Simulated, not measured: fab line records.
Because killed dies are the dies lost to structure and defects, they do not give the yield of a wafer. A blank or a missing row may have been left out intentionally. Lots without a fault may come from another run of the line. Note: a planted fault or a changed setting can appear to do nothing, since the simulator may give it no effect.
fab line records	flow sky130
[record] lots = 12	wafers = 36	last-day = 50
route steps=708 shown RES_PROTECT@214 POLY_GATE@229 LDD_N@254 LDD_HVN@275 PAD_OPEN@708
lots with no fault: from the same line, run without faults
start-h: the number of hours between the record's first day and the start of the first shown wafer of the lot	wait-h: hours elapsed since this lot's preceding step	" same as the row above	L1.1+2: a row that stands for several wafers	- no value, or no start given	* or withheld: withheld	< > ~ a bound
route shown NAME@n: NAME is a module with steps in the file, n the number in the route of the first one	usual: mean/standard deviation taken from wafers without a fault	same: alike in all rows	chamber/n: place in a boat	sites: readings site by site	_std_site: the standard deviation of these	_edge_site: the outer-site mean with the inner-site mean subtracted	radius-mm: how far each site lies from the wafer's centre	mask NAME#n: copy n	behind: tool/chamber where the wafer was last shaped	hold: why the lot was held/for how many hours/how that ended	device: whichever transistor did not switch (one of n, p or np)	end of line: the tests these same wafers got at the end of their route	a step given without rows: its recipe and nothing more	killed: dies lost to structure and defects at the first sort, not the wafer's yield	map: the dies of a wafer, with x for killed, . for not killed, _ for no die there
set.NAME: the setting that was run; set.NAME@STEP: the one run at that earlier step	model.NAME: the simulator's own value behind a step, which no gauge read
the route's steps for a sample of lots (tables are steps, rows are wafers)
services: when a tool's chamber went out of use (start-h, in hours from the record's first day, below 0 if earlier), for how many hours, and the reason
[[steps]]
[step SKY_RES_PROTECT_STRIP_07]
[recipe] chemistry = O2/N2	power-w = 1400	pressure-mtorr = 1500	platen-temp-c = withheld	o2-flow-sccm = 3000	n2-flow-sccm = 300	overash-fraction = 0.5
[usual] drypump-motor-current-A = 6.26/0.21	oes-product-au = 0.518/0.0045	strip-time-to-endpoint-s = 23.28/0.042
lot.wafer	tool	chamber	start-h	wait-h	drypump-motor-current-A	oes-product-au	rf-hours-counter-h	strip-time-to-endpoint-s
L977.2	plasma-asher-01	0	336.47	0.1	6.04	0.521	21	23.23
L977.3	"	1	"	"	6.35	0.517	-	23.18
L977.4	"	0	"	"	6.04	0.526	-	23.27
L979.1	plasma-asher-01	1	350.38	0.1	6.40	0.521	23	23.30
L979.2	"	0	"	"	6.01	0.518	23	23.25
L979.3	"	0	"	"	6.04	0.520	-	23.27
L980.2	plasma-asher-01	1	365.78	0.1	6.36	0.513	24	23.27
L980.3	"	0	"	"	6.05	0.527	-	23.28
L980.4	"	1	"	"	6.36	0.523	-	23.29
L981.2	plasma-asher-01	1	371.48	0.1	6.37	0.521	25	23.30
L981.3	"	0	"	"	6.06	0.516	-	23.28
L981.5	"	1	"	"	6.37	0.519	-	23.31
L982.1	plasma-asher-03	0	379.46	0.1	6.20	0.523	60	23.27
L982.3	"	0	"	"	6.17	0.518	-	23.27
L982.6	"	0	"	"	6.19	0.511	-	23.27
L983.1	plasma-asher-03	0	393.58	0.1	6.16	0.520	62	23.28
L983.3	"	1	"	"	6.30	0.526	-	23.29
L983.4	"	0	"	"	6.19	0.515	-	23.27
L991.3	plasma-asher-01	1	468.21	0.1	6.36	0.518	-	23.30
L991.5	"	1	"	"	6.37	0.520	-	23.31
L991.6	"	0	"	"	6.06	0.523	-	23.25
L992.1	plasma-asher-02	0	468.91	0.1	6.70	0.522	75	23.30
L992.3	"	0	"	"	6.70	0.528	-	23.29
L992.6	"	0	"	"	6.69	0.521	-	23.32
L993.2	plasma-asher-03	1	481.18	0.1	6.29	0.518	71	23.32
L993.3	"	0	"	"	6.16	0.523	-	23.35
L993.5	"	1	"	"	6.27	0.525	-	23.31
L994.1	plasma-asher-01	0	484.46	0.1	6.03	0.519	36	23.35
L994.2	"	1	"	"	6.38	0.517	36	23.26
L994.5	"	1	"	"	6.40	0.515	-	23.29
L997.2	plasma-asher-03	0	507.92	0.1	6.19	0.524	73	23.31
L997.3	"	1	"	"	6.29	0.518	-	23.30
L997.4	"	0	"	"	6.19	0.514	-	23.35
L100.1	plasma-asher-02	1	532.96	0.1	6.09	0.515	81	23.30
L100.3	"	1	"	"	6.09	0.516	-	23.30
L100.6	"	1	"	"	6.11	0.520	-	23.31
[step SKY_POLY_GATE_ETCH_15]
[recipe] chemistry = N2/H2	target = BARC	ion-energy-ev = 200	source-w = 500	bias-w = 100	pressure-mtorr = 30	n2-flow-sccm = 100	h2-flow-sccm = 200	stop-on = SiO2	time-s = 118.5	target-depth-a = 1100
[usual] drypump-motor-current-A = 5.4/0.49	oes-product-au = 0.716/0.0043	throttle-valve-pct = 13.214/0.0086
lot.wafer	tool	chamber	start-h	wait-h	drypump-motor-current-A	oes-product-au	rf-hours-counter-h	throttle-valve-pct
L977.2	rie-diel-03	3	366.92	0.0	5.2	0.718	85	13.202
L977.3	"	0	"	"	5.1	0.717	12	13.236
L977.4	"	1	"	"	4.8	0.718	81	13.215
L979.1	rie-diel-02	1	381.67	0.0	6.0	0.710	86	13.207
L979.2	"	2	"	"	6.3	0.712	39	13.208
L979.3	"	0	"	"	5.5	0.719	14	13.207
L980.2	rie-diel-03	3	395.32	0.0	5.2	0.719	85	13.217
L980.3	"	2	"	"	5.0	0.707	16	13.219
L980.4	"	1	"	"	4.8	0.711	82	13.219
L981.2	rie-diel-03	1	403.23	0.0	4.9	0.708	82	13.199
L981.3	"	3	"	"	5.2	0.713	85	13.206
L981.5	"	2	"	"	5.0	0.714	-	13.203
L982.1	rie-diel-04	3	409.93	0.0	5.7	0.718	13	13.229
L982.3	"	0	"	"	5.7	0.711	13	13.204
L982.6	"	2	"	"	5.0	0.719	-	13.215
L983.1	rie-diel-02	3	425.53	0.0	5.0	0.708	3	13.207
L983.3	"	2	"	"	6.3	0.712	40	13.217
L983.4	"	0	"	"	5.5	0.710	15	13.227
L992.1	rie-diel-02	3	500.63	0.0	5.0	0.726	5	13.203
L992.3	"	2	"	"	6.3	0.714	41	13.218
L992.6	"	3	"	"	5.0	0.712	-	13.223
L991.3	rie-diel-04	2	500.98	0.0	5.0	0.714	2	13.213
L991.5	"	3	"	"	5.6	0.718	-	13.195
L991.6	"	2	"	"	5.1	0.727	-	13.217
L993.2	rie-diel-03	2	522.72	0.0	5.0	0.716	18	13.228
L993.3	"	1	"	"	4.8	0.720	84	13.224
L993.5	"	1	"	"	4.8	0.710	-	13.212
L994.1	rie-diel-02	2	522.93	0.0	6.3	0.705	42	13.208
L994.2	"	1	"	"	6.0	0.721	89	13.218
L994.5	"	1	"	"	6.0	0.711	-	13.211
L997.2	rie-diel-03	3	540.77	0.0	5.2	0.717	0	13.224
L997.3	"	1	"	"	4.8	0.719	85	13.222
L997.4	"	0	"	"	5.1	0.711	16	13.212
L100.1	rie-diel-02	0	565.88	0.0	5.5	0.720	18	13.219
L100.3	"	2	"	"	6.3	0.714	43	13.235
L100.6	"	2	"	"	6.3	0.723	-	13.204
[step SKY_LDD_N_TW_MEAS_17]
[usual] LDD_N_TW = 2574/18
lot.wafer	tool	chamber	start-h	wait-h	LDD_N_TW
L977.2	film-metro-04	-	398.87	0.1	2563
L977.3	"	-	"	"	2584
L977.4	"	-	"	"	2588
L979.1	film-metro-03	-	415.61	0.1	2599
L979.2	"	-	"	"	2592
L979.3	"	-	"	"	2597
L980.2	film-metro-01	-	428.22	0.1	2538
L980.3	"	-	"	"	2554
L980.4	"	-	"	"	2571
L981.2	film-metro-04	-	436.76	0.1	2600
L981.3	"	-	"	"	2592
L981.5	"	-	"	"	2590
L982.1	film-metro-01	-	445.61	0.1	2545
L982.3	"	-	"	"	2541
L982.6	"	-	"	"	2536
L983.1	film-metro-04	-	461.41	0.1	2589
L983.3	"	-	"	"	2567
L983.4	"	-	"	"	2575
L992.1	film-metro-01	-	534.21	0.1	2544
L992.3	"	-	"	"	2550
L992.6	"	-	"	"	2550
L991.3	film-metro-04	-	534.47	0.1	2584
L991.5	"	-	"	"	2585
L991.6	"	-	"	"	2574
L994.1	film-metro-04	-	556.30	0.1	2567
L994.2	"	-	"	"	2581
L994.5	"	-	"	"	2591
L993.2	film-metro-03	-	556.61	0.1	2594
L993.3	"	-	"	"	2594
L993.5	"	-	"	"	2591
L997.2	film-metro-04	-	574.17	0.1	2572
L997.3	"	-	"	"	2574
L997.4	"	-	"	"	2568
L100.1	film-metro-03	-	597.71	0.1	2574
L100.3	"	-	"	"	2560
L100.6	"	-	"	"	2563
[step SKY_LDD_HVN_IMPLANT_08]
[recipe] species = P	energy-kev = 60	dose-cm2 = 3e+13	tilt-deg = 40
[usual] beam-energy-keV = 59.999/0.016	faraday-current-uA = 169/3.2
lot.wafer	tool	chamber	start-h	wait-h	beam-energy-keV	faraday-current-uA
L977.2	implanter-02	0	459.08	0.0	60.001	168
L977.3	"	0	"	"	60.000	168
L977.4	"	0	"	"	60.008	169
L979.1	implanter-01	0	475.96	0.0	60.019	164
L979.2	"	0	"	"	60.019	166
L979.3	"	0	"	"	60.011	167
L980.2	implanter-04	0	489.38	0.0	60.008	167
L980.3	"	0	"	"	59.993	174
L980.4	"	0	"	"	60.004	166
L981.2	implanter-02	0	498.24	0.0	60.007	173
L981.3	"	0	"	"	60.021	170
L981.5	"	0	"	"	60.012	168
L982.1	implanter-02	0	504.96	0.0	60.001	166
L982.3	"	0	"	"	60.008	170
L982.6	"	0	"	"	59.989	167
L983.1	implanter-02	0	522.41	0.0	59.978	171
L983.3	"	0	"	"	59.993	169
L983.4	"	0	"	"	59.980	169
L992.1	implanter-02	0	593.56	0.0	79.107	165
L992.3	"	0	"	"	79.081	174
L992.6	"	0	"	"	79.085	171
L991.3	implanter-01	0	593.95	0.1	60.002	169
L991.5	"	0	"	"	60.007	175
L991.6	"	0	"	"	59.992	171
L994.1	implanter-01	0	614.31	0.0	59.994	168
L994.2	"	0	"	"	60.031	164
L994.5	"	0	"	"	60.016	169
L993.2	implanter-02	0	614.42	0.0	79.063	168
L993.3	"	0	"	"	79.071	167
L993.5	"	0	"	"	79.075	168
L997.2	implanter-04	0	631.42	0.0	59.994	167
L997.3	"	0	"	"	59.990	164
L997.4	"	0	"	"	60.019	169
L100.1	implanter-04	0	654.86	0.0	59.984	164
L100.3	"	0	"	"	59.994	168
L100.6	"	0	"	"	59.983	174
[step SKY_LDD_HVN_TW_MEAS_10]
[usual] LDD_HVN_TW = 1438/22
lot.wafer	tool	chamber	start-h	wait-h	LDD_HVN_TW
L977.2	film-metro-01	-	459.32	0.1	1416
L977.3	"	-	"	"	1418
L977.4	"	-	"	"	1418
L979.1	film-metro-02	-	476.21	0.1	1477
L979.2	"	-	"	"	1472
L979.3	"	-	"	"	1471
L980.2	film-metro-01	-	489.62	0.1	1429
L980.3	"	-	"	"	1430
L980.4	"	-	"	"	1423
L981.2	film-metro-01	-	498.47	0.1	1421
L981.3	"	-	"	"	1434
L981.5	"	-	"	"	1434
L982.1	film-metro-01	-	505.21	0.1	1424
L982.3	"	-	"	"	1424
L982.6	"	-	"	"	1420
L983.1	film-metro-03	-	522.66	0.1	1438
L983.3	"	-	"	"	1436
L983.4	"	-	"	"	1426
L992.1	film-metro-01	-	593.81	0.1	1521
L992.3	"	-	"	"	1526
L992.6	"	-	"	"	1524
L991.3	film-metro-02	-	594.17	0.1	1475
L991.5	"	-	"	"	1479
L991.6	"	-	"	"	1469
L994.1	film-metro-01	-	614.56	0.1	1404
L994.2	"	-	"	"	1413
L994.5	"	-	"	"	1412
L993.2	film-metro-03	-	614.66	0.1	1541
L993.3	"	-	"	"	1540
L993.5	"	-	"	"	1542
L997.2	film-metro-03	-	631.66	0.1	1428
L997.3	"	-	"	"	1431
L997.4	"	-	"	"	1432
L100.1	film-metro-03	-	655.11	0.1	1423
L100.3	"	-	"	"	1432
L100.6	"	-	"	"	1431
[step SKY_PAD_OPEN_PROBE_99]
[usual] killed_at_M0_to_M3 = 44/7.1	killed_at_M4_up = 3.3/1.8	killed-at-contacts = 23/5.5	killed-at-front-end = 15/4.5	killed-at-other = 0.2/0.48	killed-dies = 85/8.4	killed-open = 46/6.6	killed-short = 39/6.1
[same] gross-dies = 492	killed-at-back-side = 0
lot.wafer	tool	chamber	start-h	wait-h	killed_at_M0_to_M3	killed_at_M4_up	killed-at-contacts	killed-at-front-end	killed-at-other	killed-dies	killed-open	killed-short
L992.1	prober-01	-	1159.89	0.1	48	5	20	11	0	84	52	32
L992.3	prober-01	-	1159.99	0.2	50	2	21	8	0	81	46	34
L992.6	prober-01	-	1160.14	0.2	41	1	9	20	0	71	44	27
L994.1	prober-02	-	1172.45	0.1	51	3	24	10	0	88	42	46
L994.2	prober-02	-	1172.50	0.1	42	3	33	19	0	97	59	38
L994.5	prober-02	-	1172.65	0.2	41	1	29	12	0	83	41	42
L993.2	prober-02	-	1177.74	0.1	28	1	30	15	0	74	41	33
L993.3	prober-02	-	1177.79	0.2	49	4	16	16	3	88	48	40
L993.5	prober-02	-	1177.89	0.2	31	3	25	25	0	84	42	42
// killed by level:class
L992.1 VIA1:geometric-particle:open=11 CONTACT:geometric-particle:open=9 VIA2:geometric-particle:open=7 VIA3:geometric-particle:open=7 VIA1:geometric-particle:short=6 LI_CONTACT:geometric-particle:open=5 METAL4:geometric-particle:short=5 CONTACT:geometric-particle:short=4
L992.3 VIA1:geometric-particle:open=16 CONTACT:geometric-particle:open=8 VIA3:geometric-particle:open=8 VIA1:geometric-particle:short=7 VIA2:geometric-particle:open=6 CONTACT:geometric-particle:short=5 METAL2:geometric-particle:short=5 LI_CONTACT:geometric-particle:open=4
L992.6 VIA1:geometric-particle:open=18 METAL2:geometric-particle:short=6 POLY_GATE:geometric-particle:open=5 CONTACT:geometric-particle:open=5 VIA3:geometric-particle:open=5 POLY_GATE:geometric-particle:short=4 VIA2:geometric-particle:open=4 FIELD_ISO:geometric-particle:short=3
L994.1 VIA3:geometric-particle:open=8 VIA2:geometric-particle:open=8 CONTACT:geometric-particle:open=7 METAL2:geometric-particle:short=7 VIA1:geometric-particle:open=6 LI_CONTACT:geometric-particle:open=6 CONTACT:geometric-particle:short=6 VIA1:geometric-particle:short=5
L994.2 LI_CONTACT:geometric-particle:open=11 VIA1:geometric-particle:open=9 POLY_GATE:geometric-particle:open=8 CONTACT:geometric-particle:open=8 VIA1:geometric-particle:short=7 LOCAL_INTERCONNECT:geometric-particle:short=7 VIA3:geometric-particle:open=7 FIELD_ISO:geometric-particle:open=6
L994.5 CONTACT:geometric-particle:open=11 LI_CONTACT:geometric-particle:open=6 METAL1:geometric-particle:short=6 CONTACT:geometric-particle:short=6 VIA1:geometric-particle:open=6 VIA1:geometric-particle:short=6 FIELD_ISO:geometric-particle:short=5 METAL2:geometric-particle:short=4
L993.2 CONTACT:geometric-particle:open=10 LI_CONTACT:geometric-particle:open=7 VIA3:geometric-particle:open=7 LOCAL_INTERCONNECT:geometric-particle:short=6 POLY_GATE:geometric-particle:short=5 SPACER:geometric-particle:open=4 LOCAL_INTERCONNECT:geometric-particle:open=4 METAL1:geometric-particle:short=4
L993.3 VIA3:geometric-particle:open=13 LI_CONTACT:geometric-particle:open=7 VIA2:geometric-particle:open=7 METAL1:geometric-particle:short=5 VIA1:geometric-particle:open=5 METAL2:geometric-particle:short=5 VIA2:geometric-particle:short=5 POLY_GATE:geometric-particle:open=4
L993.5 CONTACT:geometric-particle:open=9 LI_CONTACT:geometric-particle:open=9 FIELD_ISO:geometric-particle:short=6 POLY_GATE:geometric-particle:open=5 METAL1:geometric-particle:short=5 VIA1:geometric-particle:short=5 VIA3:geometric-particle:short=4 VIA1:geometric-particle:open=4
[[services]]
tool	chamber	start-h	hours	kind
implanter-02	-	312.65	3.9	pm
rie-diel-02	3	315.45	56.7	repair
rie-diel-03	3	324.63	12.4	repair
plasma-asher-02	-	336.46	6.8	repair
implanter-02	-	342.30	4.3	repair
implanter-02	-	342.53	2.4	repair
implanter-01	-	344.30	3.2	pm
implanter-01	-	347.47	5.8	pm
rie-diel-02	3	380.60	8.3	repair
implanter-04	-	495.73	9.1	pm
rie-diel-03	3	506.27	3.4	repair
implanter-04	-	514.06	4.7	pm
rie-diel-02	3	519.38	12.7	repair
implanter-01	-	519.63	48.3	pm
rie-diel-03	3	522.10	1.9	repair
plasma-asher-01	-	535.73	2.8	pm
rie-diel-02	0	536.40	3.9	repair
plasma-asher-03	-	549.81	15.6	pm
implanter-02	-	589.81	1.0	repair
rie-diel-02	0	600.78	9.0	repair
plasma-asher-01	-	610.56	3.6	repair
rie-diel-03	3	612.65	3.9	repair
implanter-04	-	637.66	2.3	repair
plasma-asher-03	-	639.08	14.6	pm
[[key]]
[first-sign] step = SKY_LDD_HVN_IMPLANT_08	reading = beam-energy-keV	direction = up	sigmas = 99+	usual = *	struck = *
[effect] step = SKY_LDD_HVN_TW_MEAS_10	reading = LDD_HVN_TW	direction = up	sigmas = 4.3	usual = 1438	struck = 1532
met-at SKY_LDD_HVN_IMPLANT_08
struck-lots L992,L993
tester-left-out L992,L993
not-acting-at SKY_RES_PROTECT_STRIP_07,SKY_POLY_GATE_ETCH_15,SKY_LDD_N_TW_MEAS_17
onset-between 522.41 593.56
[fault] kind = process-parameter-drift	tool = implanter-02	chamber = -	onset-h = 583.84	steps = SKY_LDD_HVN_IMPLANT_08	channel = energy-kev	offset = *	shape = step	end-h = 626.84	acts-in = *	stated = *
// tester-left-out: of these lots the tester's yield and bins aren't shown, on N5 and GAA mostly nor the transistor test; their killed dies are dies lost to structure and defects alone, not to doping, threshold or leakage, so they don't give the yield
